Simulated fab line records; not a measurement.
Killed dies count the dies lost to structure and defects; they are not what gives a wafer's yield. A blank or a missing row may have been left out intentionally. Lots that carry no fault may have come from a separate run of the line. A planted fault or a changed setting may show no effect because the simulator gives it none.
Struck lot and sound lot, side by side + flow sky130 + 16 out of 708 route steps
Sound: wafers L779.1, L779.2, L779.3. Wafers L793.2, L793.3, L793.4 were the ones struck. At the end, the cause is stated.
Each step with rows lists, per side, the tool, then ch with its chambers, then its first start. Under that, the readings that differ: sound wafers + struck wafers + difference of the means + sigmas: that difference in standard deviations of wafers without a fault.
alike: a reading whose means differ by less than 2 such deviations, as well as words and numbers matching on both sides. not compared: withheld readings; readings where some wafer has no value; bounds like >300 that might hide an equal value; numbers whose values overlap and for which the record gives no deviation.
Wherever a step has rows on one side only, a row that says differs or no value, or a row with sigmas, the two part there. When numbers do not overlap yet have no deviation, they are printed without sigmas and do not part them. Lack of a reading on every wafer of one side parts them only where that side has two or more wafers.

SKY_SONOS_ONO_OVL_MEAS_14:
  sound on overlay-02, day 14 03:44; struck on overlay-01, day 18 13:50
  alike: SONOS_ONO_OVL
SKY_SONOS_ONO_ETCH_15: etches the open film in CHF3/O2, target depth 19.52 nm, time 7.8 s.
  sound on rieDiel-04 ch 1,2,3, day 14 03:46; struck on rieDiel-01 ch 0,1,2, day 18 13:52
| reading             | sound  | struck   | difference | sigmas |
|---------------------|--------|----------|------------|--------|
| rfHoursCounterH (h) | 9 13 4 | 60 95 93 | +74        |        |
  alike: drypumpMotorCurrentA, oesProductAu, throttleValvePct
then, 1 step without rows for these wafers: SKY_SONOS_ONO_WET_ETCH_16 (etches SiO2 in dHF, target depth 14 nm, time 280 s).
SKY_SONOS_ONO_STRIP_17: strips in O2/N2.
  sound on plasmaAsher-03 ch 0,1, day 14 03:52; struck on plasmaAsher-01 ch 0,1, day 18 13:59
| reading                  | sound             | struck            | difference | sigmas |
|--------------------------|-------------------|-------------------|------------|--------|
| stripTimeToEndpointS (s) | 14.11 14.08 14.11 | 14.23 14.14 14.20 | +0.09      | +2     |
  alike: drypumpMotorCurrentA, oesProductAu
  not compared: rfHoursCounterH
then, 3 steps without rows for these wafers: SKY_SONOS_ONO_WET_ETCH_18 (etches Si3N4 in H3PO4, target depth 15 nm, time 172 s); SKY_GATE_OXIDE_CLEAN_00 (cleans in SC1/SC2, time 150 s); SKY_GATE_OXIDE_OXIDATION_01 (stabilise 600 s, purge 300 s, target thk 10.268 nm).
SKY_GATE_OXIDE_THK_MEAS_02:
  sound on filmMetro-03, day 14 06:13; struck on filmMetro-04, day 18 16:11
  alike: GATE_OXIDE_OXIDATION_00_THK
then, 4 steps without rows for these wafers: SKY_GATE_OXIDE_DEHYDRATE_03 (time 60 s); SKY_GATE_OXIDE_HMDS_04 (prime time 60 s); SKY_GATE_OXIDE_COAT_05 (resist thk 1140 nm); SKY_GATE_OXIDE_SOFTBAKE_06 (time 60 s).
SKY_GATE_OXIDE_EXPOSE_07: exposes mask LVOM, target cd 600 nm.
  sound on ilineStepper-02 ch 0, day 14 19:19; struck on ilineStepper-02 ch 0, day 19 07:02
| reading                          | sound                         | struck            | difference | sigmas |
|----------------------------------|-------------------------------|-------------------|------------|--------|
| model.GATE_OXIDE.overlayXNm (nm) | -0.008748 -0.008748 -0.008748 | 218.1 218.1 218.1 | +218.1     |        |
  alike: mask
then, 2 steps without rows for these wafers: SKY_GATE_OXIDE_PEB_08; SKY_GATE_OXIDE_DEVELOP_09 (develop time 60 s).
SKY_GATE_OXIDE_OVL_MEAS_10:
  sound on overlay-01, day 15 09:11; struck on overlay-02, day 19 22:26
| reading             | sound          | struck            | difference | sigmas      |
|---------------------|----------------|-------------------|------------|-------------|
| GATE_OXIDE_OVL (nm) | -2.9 -1.2 -2.5 | 219.2 217.9 217.7 | +220.5     | +99 or more |
  not compared: hold

WHERE THEY PART
At SKY_SONOS_ONO_STRIP_17 first; at SKY_GATE_OXIDE_OVL_MEAS_10 last (within this record only).

WHY: what had been put in by the simulator
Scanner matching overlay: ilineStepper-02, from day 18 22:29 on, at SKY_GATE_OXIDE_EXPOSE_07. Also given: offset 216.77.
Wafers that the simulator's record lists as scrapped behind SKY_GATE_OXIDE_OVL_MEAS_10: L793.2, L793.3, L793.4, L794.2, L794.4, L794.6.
